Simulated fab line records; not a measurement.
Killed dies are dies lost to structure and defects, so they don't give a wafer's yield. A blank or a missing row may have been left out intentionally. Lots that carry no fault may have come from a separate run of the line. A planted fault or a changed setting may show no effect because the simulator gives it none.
Matching of chambers	flow gf180mcu	cmp-01 running GF_V2_CMP_04: 4 sister chambers
The step polishes SiO2. 7 wafers are shown with their chamber, then 7 later ones without.

== WAFERS WITH THEIR CHAMBER ==
wafer	chamber	motor-current-A (A)	time-to-endpoint-s (s)
L660.1	0	10.7	77
L664.4	3	12.7	93
L667.1	3	12.5	77
L667.2	2	13.7	75
L667.3	1	11.4	78
L675.1	1	11.5	75
L675.4	2	13.9	83

== WAFERS MISSING THEIR CHAMBER ==
wafer	motor-current-A (A)	time-to-endpoint-s (s)
L675.5	13.9	81
L679.1	13.3	79
L679.3	13.2	88
L679.6	13.4	77
L680.1	11.8	71
L680.3	13.1	78
L680.4	11.1	70

== THE CHAMBER EACH PASSED THROUGH ==
wafer	from the rows above	in truth
L675.5	2	2
L679.1	can't be placed: 2 or 3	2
L679.3	can't be placed: 3 or 2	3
L679.6	2	2
L680.1	1	1
L680.3	can't be placed: 3 or 2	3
L680.4	can't be placed: 1 or 0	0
Placed correctly: 3 of 7. Cannot be placed on the basis of these rows: 4; the candidates contain the true chamber in 4. Number placed wrongly: 0.
How it was worked out, from the rows above alone: a wafer's distance from a chamber is the root of the sum, over the readings, of the square of ((its reading less the chamber's mean) divided by the reading's scatter). If the next closest chamber is less than 2 further off than the closest, the wafer can't be placed; otherwise it belongs to the closest. Each chamber's mean is taken over the wafers shown for it. How the scatter is found: for the shown wafers, subtract from each reading the mean of its chamber, square and add these, divide the total by (wafers less chambers), then take the root.
